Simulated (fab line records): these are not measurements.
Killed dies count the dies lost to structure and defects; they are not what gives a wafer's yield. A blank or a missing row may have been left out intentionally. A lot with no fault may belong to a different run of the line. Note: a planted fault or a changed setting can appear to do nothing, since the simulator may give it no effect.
Split-lot study    flow sky130    route with 708 steps; 5 lots, 23 wafers read

## THE SPLIT ITSELF
At SKY_VT_ADJUST_NCORE_EXPOSE_04 (exposes mask LVTN COMPLEMENT THIN, target cd 380 nm), the setting dose_mj was moved away from the recipe's 139 on 8 of the 23 wafers read, by -2.5% to +6.1%. For the rest of the wafers, this setting stayed at what the recipe calls for.

## FROM THE SPLIT TO THE READING: what the file shows between them, 2 steps
- SKY_VT_ADJUST_NCORE_PEB_05
- SKY_VT_ADJUST_NCORE_DEVELOP_06: develop time 57.71 s

## THE READING
Shown in nm: cd_nm at SKY_VT_ADJUST_NCORE_CD_MEAS_07, with target cd 380 nm. Typical for fault-free wafers on this fab line: 378.9 nm, with standard deviation 2.6 nm.

wafer   tool, chamber at the split  dose_mj as run  against the recipe  cd_nm, nm  against lot-mates on the recipe
L078.2  iline_stepper-02, 0         139             recipe              382.2      -
L078.4  iline_stepper-02, 0         139             recipe              378.8      -
L078.6  iline_stepper-02, 0         139             recipe              378.6      -
L079.1  iline_stepper-01, 0         135.9           -2.2%               375.9      -8.2
L079.2  iline_stepper-01, 0         135.9           -2.2%               375.5      -8.6
L079.3  iline_stepper-01, 0         139             recipe              384.6      -
L079.5  iline_stepper-01, 0         139             recipe              383.6      -
L079.6  iline_stepper-01, 0         135.9           -2.2%               373.4      -10.7
L081.1  iline_stepper-02, 0         139             recipe              378.3      -
L081.2  iline_stepper-02, 0         135.5           -2.5%               374.3      -4.7
L081.3  iline_stepper-02, 0         135.5           -2.5%               372.6      -6.4
L081.5  iline_stepper-02, 0         139             recipe              379.7      -
L081.6  iline_stepper-02, 0         135.5           -2.5%               373.1      -5.9
L082.1  iline_stepper-01, 0         139             recipe              377.4      -
L082.3  iline_stepper-01, 0         147.5           +6.1%               394.2      +16.5
L082.4  iline_stepper-01, 0         139             recipe              376.1      -
L082.5  iline_stepper-01, 0         147.5           +6.1%               394.7      +17.0
L082.6  iline_stepper-01, 0         139             recipe              379.6      -
L084.1  iline_stepper-02, 0         139             recipe              379.2      -
L084.2  iline_stepper-02, 0         139             recipe              381.4      -
L084.3  iline_stepper-02, 0         139             recipe              376.1      -
L084.5  iline_stepper-02, 0         139             recipe              382.7      -
L084.6  iline_stepper-02, 0         139             recipe              379.5      -

FIT RESULTS
A straight line over all 23 wafers: cd_nm changes by +2.4 nm for each +1% of dose_mj; r = +0.93; the points scatter about the line by 2.2 nm.
The same after taking each lot's own level away (the mean of its wafers on the recipe; 23 wafers): +2.84 nm for each +1%; r = +0.96; scatter 1.9 nm.
On that fit, the largest move of dose_mj shifts the reading by 17 nm.
From 377.70 to 384.10 nm: that is the span of the lots' own levels, equal to 2.5 times the standard deviation above.
Hence the slope depends on the lot-to-lot level, as the two fits are not the same.
Check: +17.5 nm against its lot-mates is what the line predicts for one of the wafers moved furthest among these (+6.1%) when that wafer is left out of the fit. Against them it came out at +16.5 nm.

## THESE WAFERS: OTHER SPLITS
Before the reading, these wafers also passed through other splits. Each is held against what the fit with the lots' levels taken away leaves over:
other split on the same wafers                wafers away from the commonest value  r with cd_nm (lot level and that fit taken away)
SKY_FIELD_ISO_COAT_08 spin_rpm                8                                     -0.22
SKY_FIELD_ISO_ETCH_14 source_w                9                                     -0.04
SKY_NWELL_IMPLANT_11 dose_cm2                 9                                     +0.06
SKY_VT_ADJUST_HVTP_DEVELOP_06 develop_time_s  11                                    +0.47
SKY_VT_ADJUST_HVTP_IMPLANT_09 energy_kev      10                                    -0.28
SKY_VT_ADJUST_NCORE_COAT_02 spin_rpm          8                                     +0.22

## THE WHOLE CHAIN: every reading that the file lists as answering this split, in the file's order
step                            what it does          reading                                                                 change (the file's fit)               r (the file's)
SKY_VT_ADJUST_NCORE_DEVELOP_06  develop time 57.71 s  VT_ADJUST_NCORE.cd_nm (the simulator's own value, which no gauge read)  +2.84 nm for each +1% of the setting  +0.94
SKY_VT_ADJUST_NCORE_CD_MEAS_07  target cd 380 nm      cd_nm                                                                   +2.82 nm for each +1% of the setting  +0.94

## FILE'S OWN FIT
cd_nm changes by +2.82 nm for each +1% of dose_mj, r = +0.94.
